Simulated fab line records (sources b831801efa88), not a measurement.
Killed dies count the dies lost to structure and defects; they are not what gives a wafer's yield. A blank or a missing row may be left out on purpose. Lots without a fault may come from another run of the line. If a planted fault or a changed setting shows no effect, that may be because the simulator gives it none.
Problem report in the 8D (eight disciplines) form, filled by code	flow sky130	the parts of the form that need people (team, actions taken, sign-off) are left out

1. THE PROBLEM
Mean SONOS_TUNNEL_TW at SKY_SONOS_TUNNEL_TW_MEAS_12: 181.7 over 6 wafers in 2 lots; fault-free wafers: 197.2, standard deviation 1.7. Relative to the usual mean, that is a shift of -9.1 standard deviations.
First observed at day 14 13:28: wafer L980.1, on film-metro-04. Wafers with a number at this step in the record: 39, from 13 lots. Rule for "out" (also "out of limits"): further than 4 standard deviations from the usual mean. All remaining wafers that have a number are taken as sound.

2. WHAT THIS IS AND IS NOT
question	is	is not
which readings at this step	SONOS_TUNNEL_TW	-
which lots	L980, L982	L971, L972, L974, L976, L977, L979, L987, L988, L991, L993, L994
which wafers of those lots	all that have a number	-
read on which gauges	film-metro-03, film-metro-04	film-metro-02
when	from day 14 13:28	up to then (18 sound wafers); but 15 sound wafers of L987, L988, L991, L993, L994 came after

3. THE SUSPECTS, EACH WITH WHAT RULES IT OUT
Counting: any tool at a process step up to the reading is kept as a suspect provided that every lot that is out went through it and no sound lot did after the first of them.
- the gauge at SKY_SONOS_TUNNEL_TW_MEAS_12 has been ruled out. The wafers that are out were read on 2 gauges (film-metro-03, film-metro-04).
- implanter-01 at SKY_SONOS_TUNNEL_IMPLANT_09: ruled out as a lasting fault. After its first lot that is out, L980 (day 14 13:03), sound lots L991, L993 ran on it.
Left after counting: nothing in the record.

4. THE CAUSE (what the simulator had put in)
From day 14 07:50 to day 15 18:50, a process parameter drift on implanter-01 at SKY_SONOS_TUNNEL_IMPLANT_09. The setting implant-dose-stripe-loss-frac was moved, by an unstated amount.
Counting ruled it out, wrongly: the rule takes a fault to strike every lot that its tool runs from its start on, and this one did not.

5. SEQUENCE OF EFFECTS, ordered by route
Each row: a reading where the mean over the struck wafers with a number is more than 3 standard deviations away from the usual. Only readings for which the record gives a usual standard deviation are gone through. hours: the time from each lot's start at the first step in this table that gives one to its start at this step, as a median over the lots. sigmas: the change in usual standard deviations.
hours	step	reading	usual	on struck wafers	change	sigmas
0	SKY_SONOS_TUNNEL_TW_MEAS_12	SONOS_TUNNEL_TW	197.2	181.7	-15.5	-9.1
At these later measuring or inspecting steps, every struck wafer for which the step has a row has a number for every such reading, and none has moved that far: SKY_POLY_GATE_THK_MEAS_01.

6. HOW IT WOULD HAVE BEEN CAUGHT EARLIER
6 hours passed between the start of the fault at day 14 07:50 and the first reading out of limits at a measuring or inspecting step in this record, taken at day 14 13:28.
No tool reading at SKY_SONOS_TUNNEL_IMPLANT_09 that has a usual standard deviation in the record was out on any struck wafer, so an alarm limit of 4 standard deviations on those readings would not have fired.
